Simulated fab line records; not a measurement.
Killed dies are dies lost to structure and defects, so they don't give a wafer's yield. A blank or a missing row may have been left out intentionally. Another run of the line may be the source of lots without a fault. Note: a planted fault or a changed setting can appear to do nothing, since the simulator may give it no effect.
Comparing a struck lot with a sound one / flow gf180mcu / 20 steps out of a route of 602
Sound: these wafers, L629.1, L629.5, L629.6. Wafers struck: L626.4, L626.5, L626.6. The cause is named last.
For every step that has rows: the tool of each side, followed by ch and its chambers, followed by its first start. Under that, the readings that differ: sound wafers / struck wafers / difference of the means / sigmas: that difference in standard deviations of wafers without a fault.
alike: words and numbers the same on both sides, and readings whose means are apart by under 2 such deviations; not compared: readings that were withheld, readings missing a value for some wafer, numbers with overlapping values and no deviation given by the record, and bounds like >300 which may hide the same value.
Wherever a step has rows on one side only, a row that says differs or no value, or a row with sigmas, the two part there. Numbers that have no deviation but don't overlap get no sigmas and don't part them. A reading that every wafer of one side lacks parts them only if that side has two wafers or more.

first, 3 steps without rows for these wafers: GF_MIM_EXPOSE_16 (exposes mask FuseTop, target cd 2000 nm); GF_MIM_PEB_17; GF_MIM_DEVELOP_18 (develop time 60 s).
GF_MIM_METAL_ETCH_19: etches the open film in Cl2/BCl3, stops on Si3N4, target depth 324.5 nm, time 54.1 s.
  sound on rie_metal-01 ch 0,1, day 29 04:12; struck on rie_metal-04 ch 0,1, day 28 10:18
  alike: bcl3_flow_sccm, drypump_motor_current_A, oes_product_au, throttle_valve_pct
  not compared: rf_hours_counter_h
GF_MIM_STRIP_20: strips in O2/N2.
  sound on plasma_asher-02 ch 0,1, day 29 04:16; struck on plasma_asher-02 ch 0,1, day 28 10:23
  alike: drypump_motor_current_A, heater_power_w, oes_product_au, strip_time_to_endpoint_s
  not compared: rf_hours_counter_h
then, 7 steps without rows for these wafers: GF_MIM_STRIP_21 (strips in post etch residue remover, time 1200 s); GF_MIM_CLEAN_22 (cleans in DIW); GF_M5_DEHYDRATE_00 (time 60 s); GF_M5_HMDS_01 (prime time 60 s); GF_M5_COAT_02 (resist thk 1000 nm); GF_M5_SOFTBAKE_03 (time 60 s); GF_M5_EXPOSE_04 (exposes mask Metal5, target cd 280 nm).
GF_M5_PEB_05: peb time 90 s.
  sound on litho_track-04 ch 0, day 29 23:22; struck on litho_track-01 ch 0, day 29 04:46
reading=heater_power_total_W (W); sound=85.61 85.64 85.64; struck=96.79 96.75 96.68; difference=+11.11; sigmas=+99 or more
reading=plate_temp_C (C); sound=134.95 135.08 134.97; struck=148.41 148.47 148.36; difference=+13.41; sigmas=+99 or more
  alike: resist_line_temp_C
then, 1 step without rows for these wafers: GF_M5_DEVELOP_06 (develop time 60 s).
GF_M5_CD_MEAS_07: the cd target is 280 nm.
  sound on cd_sem-02, day 29 23:43; struck on cd_sem-01, day 29 05:05
reading=cd_nm (nm); sound=282.6 280.9 280.3; struck=263.9 265.4 264.1; difference=-16.8; sigmas=-15
GF_M5_OVL_MEAS_08:
  sound on overlay-02, day 29 23:50; struck on overlay-01, day 29 05:10
  alike: M5_OVL
GF_M5_ETCH_09: etches Si3N4 in CF4/O2, target depth 52 nm, time 11.6 s.
  sound on rie_diel-03 ch 0,1,2, day 29 23:52; struck on rie_diel-03 ch 2,3, day 29 05:11
reading=model.M5.cd_nm (nm); sound=282.9 281 280.5; struck=263.9 265 263.7; difference=-17.3; sigmas=
  alike: drypump_motor_current_A, oes_product_au, throttle_valve_pct
  not compared: rf_hours_counter_h
GF_M5_METAL_ETCH_10: etches the open film in Cl2/BCl3, stops on SiO2, target depth 627.5 nm, time 104.6 s.
  sound on rie_metal-01 ch 0, day 29 23:54; struck on rie_metal-02 ch 0,1, day 29 05:14
reading=model.M5.cd_nm (nm); sound=281.7 280.1 279; struck=265.8 264.1 266.6; difference=-14.8; sigmas=
  alike: bcl3_flow_sccm, drypump_motor_current_A, oes_product_au, throttle_valve_pct
  not compared: rf_hours_counter_h
GF_M5_STRIP_11: strips in O2/N2.
  sound on plasma_asher-03 ch 0,1, day 30 00:07; struck on plasma_asher-02 ch 0,1, day 29 05:21
  alike: drypump_motor_current_A, heater_power_w, oes_product_au, strip_time_to_endpoint_s
  not compared: rf_hours_counter_h
-- the record jumps here: 3 days lie between the struck wafers' starts before and after (it left off in module M5 and takes up again in module PASSIVATION, whose first step shown is number 602 of the route) --
GF_PASSIVATION_PROBE_99:
  record: rows for the struck wafers here (prober-01, day 31 18:21), none for the sound ones

== WHERE THEY PART ==
First at GF_M5_PEB_05; last, within this record, at GF_PASSIVATION_PROBE_99.

WHY: whatever the simulator had introduced
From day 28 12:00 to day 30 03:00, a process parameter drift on litho_track-01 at GF_M5_PEB_05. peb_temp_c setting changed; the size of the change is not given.
